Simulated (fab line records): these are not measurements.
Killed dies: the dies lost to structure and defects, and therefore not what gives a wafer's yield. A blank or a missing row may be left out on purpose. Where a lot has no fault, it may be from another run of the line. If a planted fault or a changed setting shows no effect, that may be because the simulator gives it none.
Which tool did it?    flow gf180mcu    15 lots with 45 wafers sampled at 4 steps, on a route of 602 steps

## WHAT EACH GAUGE READ, for each wafer
GF_MIM_THK_MEAS_06.
lot   measured      on            MIM_CVD_05_THK (nm)
L743  day 24 14:41  filmMetro-01  41.9 42.1 42.5
L744  day 24 16:10  filmMetro-01  42.2 42.2 42.7
L745  day 25 09:15  filmMetro-04  41.4 41.6 42.5
L747  day 26 02:37  filmMetro-04  41.2 41.5 41.7
L749  day 26 14:53  filmMetro-03  41.9 42.4 41.7
L750  day 26 17:32  filmMetro-01  41.5 42.3 42.1
L758  day 29 10:40  filmMetro-04  41.8 41.1 42.1
L759  day 29 13:58  filmMetro-01  41.6 42.4 42.7
L760  day 29 20:41  filmMetro-03  42.1 41.8 42.3
L761  day 30 06:04  filmMetro-04  42.3 42.0 42.7
L762  day 30 09:12  filmMetro-04  41.7 41.2 41.9
L763  day 30 21:02  filmMetro-03  41.5 41.8 41.8
L764  day 30 22:43  filmMetro-03  41.1 41.3 42.1
L765  day 31 04:05  filmMetro-03  41.5 42.7 42.0
L766  day 31 13:28  filmMetro-04  41.8 41.6 42.3

GF_PASSIVATION_BOW_MEAS_14.
lot   measured      on            PASSIVATION_BOW (um)
L743  day 29 03:43  filmMetro-01  129 122 130
L744  day 29 05:32  filmMetro-03  147 141 141
L745  day 29 21:00  filmMetro-03  138 138 133
L747  day 30 11:33  filmMetro-03  147 154 142
L749  day 30 22:49  filmMetro-01  133 124 136
L750  day 31 01:58  filmMetro-01  138 135 130
L761  day 33 23:59  filmMetro-01  132 146 146
L762  day 34 01:31  filmMetro-03  130 126 136
L763  day 34 14:26  filmMetro-03  125 130 118
L764  day 34 15:01  filmMetro-03  119 115 119
L765  day 34 19:30  filmMetro-01  154 135 151
L766  day 35 02:18  filmMetro-03  150 140 142

## WHICH TOOL RAN EACH LOT (tool, then ch and the chambers of the sampled wafers, then the start)
lot   GF_TOP_METAL_DEVELOP_13           GF_PASSIVATION_CVD_02
L743  lithoTrack-04 ch 0, day 28 04:43  pecvd-04 ch 0,1,2, day 28 06:05
L744  lithoTrack-04 ch 0, day 28 06:37  pecvd-04 ch 0,1,2, day 28 08:03
L745  lithoTrack-03 ch 0, day 28 22:55  pecvd-04 ch 0,1, day 29 00:04
L747  lithoTrack-04 ch 0, day 29 13:38  pecvd-01 ch 1,2, day 29 14:49
L749  lithoTrack-03 ch 0, day 30 01:14  pecvd-03 ch 0,1,2, day 30 02:34
L750  lithoTrack-02 ch 0, day 30 04:28  pecvd-01 ch 0,1, day 30 05:58
L758  lithoTrack-04, day 32 11:58       -
L759  lithoTrack-04, day 32 15:19       -
L760  lithoTrack-02, day 32 22:21       -
L761  lithoTrack-02 ch 0, day 33 05:27  pecvd-01 ch 0,2, day 33 06:37
L762  lithoTrack-02 ch 0, day 33 07:15  pecvd-01 ch 1,2, day 33 08:25
L763  lithoTrack-03 ch 0, day 33 19:49  pecvd-03 ch 0,1,2, day 33 20:56
L764  lithoTrack-02 ch 0, day 33 20:36  pecvd-04 ch 0,1, day 33 21:46
L765  lithoTrack-02 ch 0, day 34 01:39  pecvd-04 ch 0,1,2, day 34 02:49
L766  lithoTrack-04 ch 0, day 34 08:17  pecvd-03 ch 0,1,2, day 34 09:27
- GF_TOP_METAL_DEVELOP_13: develop time 60 s.
- GF_PASSIVATION_CVD_02: deposits Si3N4, target thk 700 nm, time 486.18 s.

## AS READ BY THE TOOLS THEMSELVES (means over the sampled wafers that have a number; for cases with no such wafer, the mark the record gives instead)
GF_TOP_METAL_DEVELOP_13.
lot   tool           chillPlateTempC (C)
L743  lithoTrack-04  22.86
L744  lithoTrack-04  22.99
L745  lithoTrack-03  23.21
L747  lithoTrack-04  22.97
L749  lithoTrack-03  22.98
L750  lithoTrack-02  23.00
L758  lithoTrack-04  -
L759  lithoTrack-04  -
L760  lithoTrack-02  -
L761  lithoTrack-02  23.08
L762  lithoTrack-02  23.11
L763  lithoTrack-03  22.98
L764  lithoTrack-02  23.03
L765  lithoTrack-02  23.00
L766  lithoTrack-04  23.06

GF_PASSIVATION_CVD_02.
lot   tool      heaterPowerW (W)
L743  pecvd-04  771
L744  pecvd-04  758
L745  pecvd-04  760
L747  pecvd-01  908
L749  pecvd-03  671
L750  pecvd-01  726
L761  pecvd-01  728
L762  pecvd-01  797
L763  pecvd-03  731
L764  pecvd-04  736
L765  pecvd-04  761
L766  pecvd-03  738

## THE ANSWER, worked out from the rows above alone
Rule: the lots themselves supply what counts as usual. Put in order of their means at a reading, lots are off if they are a third of the lots or fewer, leave a main group of 4 or more, and stand apart from it by a gap of 3 or more times the standard deviation of the main group's means; of several such gaps the widest counts. A main group whose means are all the same, to the digits that the tables above print for the reading, isn't used. A lot without any number at a reading at which 4 lots or more have one is off too. Any other lot the step has rows for is counted as sound. Order of review: gauges by route order, followed by the tools' own readings, for which a lot's mean as printed above is used. At the first step where some lot is off, the reading lying furthest off is the one used; lots without a number count as furthest.
Off: L758, L759, L760, at GF_TOP_METAL_DEVELOP_13 (chillPlateTempC). Without a number there: L758, L759, L760. The main group has a mean of 23.02 C with a standard deviation of 0.083.
If a tool, at that step or one of the process steps before it, ran each lot that is off and ran no sound lot following the first of them, it fits. Not one of the candidates tried fits.

## WHAT THE SIMULATOR HAD INSERTED
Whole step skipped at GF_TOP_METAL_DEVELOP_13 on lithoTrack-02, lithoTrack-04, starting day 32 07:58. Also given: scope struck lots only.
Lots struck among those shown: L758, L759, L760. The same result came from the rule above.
